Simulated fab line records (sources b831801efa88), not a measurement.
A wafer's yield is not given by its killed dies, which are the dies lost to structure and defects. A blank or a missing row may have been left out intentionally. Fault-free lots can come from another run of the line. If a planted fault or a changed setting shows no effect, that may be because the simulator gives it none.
Which of the tools did it? + flow gf180mcu + 15 lots with 45 wafers sampled at 2 steps, on a route of 602 steps

## WHAT EACH GAUGE READ, for each wafer
GF_DUAL_GATE_THK_MEAS_03. Usual: DUAL_GATE_OXIDATION_00_THK gives 11.01 nm (standard deviation 0.2).
| lot  | measured     | on            | DUAL_GATE_OXIDATION_00_THK (nm) | flag |
|------|--------------|---------------|---------------------------------|------|
| L987 | day 7 15:39  | film-metro-01 | 11.51 11.47 11.46               |      |
| L989 | day 8 01:00  | film-metro-01 | 11.24 11.21 11.07               |      |
| L990 | day 8 11:31  | film-metro-01 | 10.83 11.04 10.73               |      |
| L991 | day 8 14:54  | film-metro-03 | 10.86 10.94 10.86               |      |
| L992 | day 9 01:55  | film-metro-03 | 7.97 8.12 8.14                  | OFF  |
| L993 | day 9 07:13  | film-metro-01 | 8.59 8.65 8.47                  | OFF  |
| L996 | day 10 04:14 | film-metro-03 | 8.25 8.36 8.22                  | OFF  |
| L103 | day 12 04:35 | film-metro-01 | 11.27 11.26 11.10               |      |
| L104 | day 12 10:59 | film-metro-01 | 11.32 11.27 11.14               |      |
| L105 | day 12 17:18 | film-metro-03 | 10.97 10.99 10.88               |      |
| L106 | day 13 00:59 | film-metro-03 | 11.13 11.31 11.27               |      |
| L107 | day 13 08:23 | film-metro-02 | 11.09 10.96 11.09               |      |
| L108 | day 13 16:13 | film-metro-02 | 11.01 11.06 11.28               |      |
| L109 | day 14 07:59 | film-metro-03 | 11.00 11.11 11.11               |      |
| L110 | day 14 08:56 | film-metro-03 | 10.85 10.93 10.97               |      |

## WHAT TOOL EACH LOT RAN ON (gives the tool, then ch and the chambers of the sampled wafers, and finally the start)
| lot  | GF_DUAL_GATE_OXIDATION_02     |
|------|-------------------------------|
| L987 | furnace-02 ch 0, day 7 14:11  |
| L989 | furnace-01 ch 0, day 7 23:32  |
| L990 | furnace-02 ch 0, day 8 10:04  |
| L991 | furnace-02 ch 0, day 8 13:27  |
| L992 | furnace-02 ch 0, day 9 00:26  |
| L993 | furnace-02 ch 0, day 9 05:46  |
| L996 | furnace-02 ch 0, day 10 02:47 |
| L103 | furnace-01 ch 0, day 12 03:08 |
| L104 | furnace-01 ch 0, day 12 09:32 |
| L105 | furnace-01 ch 0, day 12 15:52 |
| L106 | furnace-01 ch 0, day 12 23:32 |
| L107 | furnace-01 ch 0, day 13 06:57 |
| L108 | furnace-01 ch 0, day 13 14:46 |
| L109 | furnace-01 ch 0, day 14 06:32 |
| L110 | furnace-02 ch 0, day 14 07:29 |
- GF_DUAL_GATE_OXIDATION_02: stabilise 600 s, purge 300 s, target thk 10.887 nm.

## AS READ BY THE TOOLS THEMSELVES (means over the sampled wafers that have a number; for cases with no such wafer, the mark the record gives instead)
GF_DUAL_GATE_OXIDATION_02. Usual: spike-tc-bottom-C 919.0 C, standard deviation 1.1; spike-tc-centre-C 901.2 C, standard deviation 1.1; spike-tc-lower-C 900.4 C, standard deviation 1.2; spike-tc-top-C 915.2 C, standard deviation 2.5; spike-tc-upper-C 899.3 C, standard deviation 1.2; tube-center-temp-C 900 C, standard deviation 0.084; tube_center_temp_C_max 902.3, standard deviation 0.34; zone-power-centre-pct 17.6 %, standard deviation 1.5; zone-power-top-pct 32.3 %, standard deviation 1.9; zone-power-upper-pct 16.27 %, standard deviation 0.3.
| lot  | tool       | spike-tc-bottom-C (C) | spike-tc-centre-C (C) | spike-tc-lower-C (C) | spike-tc-top-C (C) | spike-tc-upper-C (C) | tube-center-temp-C (C) | tube_center_temp_C_max | zone-power-centre-pct (%) | zone-power-top-pct (%) | zone-power-upper-pct (%) | flag |
|------|------------|-----------------------|-----------------------|----------------------|--------------------|----------------------|------------------------|------------------------|---------------------------|------------------------|--------------------------|------|
| L987 | furnace-02 | 920.8                 | 901.8                 | 902.1                | 916.7              | 900.1                | 900                    | 902.4                  | 18.9                      | 34.4                   | 15.83                    |      |
| L989 | furnace-01 | 918.6                 | 902.3                 | 899.1                | 912.3              | 897.5                | 900                    | 902.4                  | 16.2                      | 30.2                   | 16.75                    |      |
| L990 | furnace-02 | 919.2                 | 900.1                 | 900.9                | 918.1              | 900.0                | 900                    | 902.3                  | 19.0                      | 34.2                   | 16.05                    |      |
| L991 | furnace-02 | 919.1                 | 900.9                 | 900.3                | 916.3              | 899.8                | 900                    | 902.1                  | 19.0                      | 34.0                   | 16.07                    |      |
| L992 | furnace-02 | 896.3                 | 878.6                 | 877.7                | 894.0              | 877.7                | 877                    | 878.8                  | 18.0                      | 32.7                   | 15.20                    | OFF  |
| L993 | furnace-02 | 896.3                 | 876.6                 | 878.3                | 894.4              | 877.9                | 877                    | 879.0                  | 17.9                      | 33.0                   | 15.13                    | OFF  |
| L996 | furnace-02 | 896.1                 | 877.5                 | 877.9                | 894.7              | 877.4                | 877                    | 879.4                  | 18.2                      | 32.7                   | 15.08                    | OFF  |
| L103 | furnace-01 | 918.0                 | 902.0                 | 900.2                | 912.8              | 899.0                | 900                    | 902.6                  | 16.1                      | 30.5                   | 16.35                    |      |
| L104 | furnace-01 | 918.5                 | 900.9                 | 899.1                | 912.6              | 898.5                | 900                    | 902.3                  | 16.0                      | 30.8                   | 16.49                    |      |
| L105 | furnace-01 | 919.6                 | 900.7                 | 899.0                | 913.0              | 898.9                | 900                    | 902.4                  | 16.1                      | 30.2                   | 16.53                    |      |
| L106 | furnace-01 | 919.3                 | 903.1                 | 900.3                | 914.5              | 898.6                | 900                    | 902.1                  | 16.1                      | 30.4                   | 16.46                    |      |
| L107 | furnace-01 | 920.0                 | 901.5                 | 899.6                | 912.3              | 898.8                | 900                    | 902.4                  | 16.0                      | 30.2                   | 16.70                    |      |
| L108 | furnace-01 | 919.5                 | 902.4                 | 899.7                | 912.7              | 898.6                | 900                    | 902.0                  | 16.0                      | 30.6                   | 16.51                    |      |
| L109 | furnace-01 | 918.8                 | 901.5                 | 899.9                | 913.9              | 898.6                | 900                    | 902.4                  | 16.3                      | 30.6                   | 16.52                    |      |
| L110 | furnace-02 | 918.3                 | 900.9                 | 901.1                | 917.2              | 900.0                | 900                    | 902.7                  | 19.0                      | 34.0                   | 16.08                    |      |

## THE ANSWER, worked out from the rows above alone
Rule: lot off if the mean of its wafers having a number is beyond 3 standard deviations from the usual mean. Also off: a lot with no number at a reading for which 4 or more lots have one. Any other lot the step has rows for is counted as sound. The gauges are gone through in route order, then the tools' own readings, and for those a lot's mean is taken as printed above. At the first step where some lot is off, the reading lying furthest off is the one used; lots without a number count as furthest.
Off: L992, L993, L996, at GF_DUAL_GATE_THK_MEAS_03 (DUAL_GATE_OXIDATION_00_THK).
If a tool, at a process step before that reading, ran all the lots that are off and no sound lot after the first of them, it fits. Not tried: the gauges at GF_DUAL_GATE_THK_MEAS_03; whatever is off there is also off at GF_DUAL_GATE_OXIDATION_02, on other tools, and gauge error can't account for it. None of those tried fits.

## WHAT WAS PUT IN BY THE SIMULATOR
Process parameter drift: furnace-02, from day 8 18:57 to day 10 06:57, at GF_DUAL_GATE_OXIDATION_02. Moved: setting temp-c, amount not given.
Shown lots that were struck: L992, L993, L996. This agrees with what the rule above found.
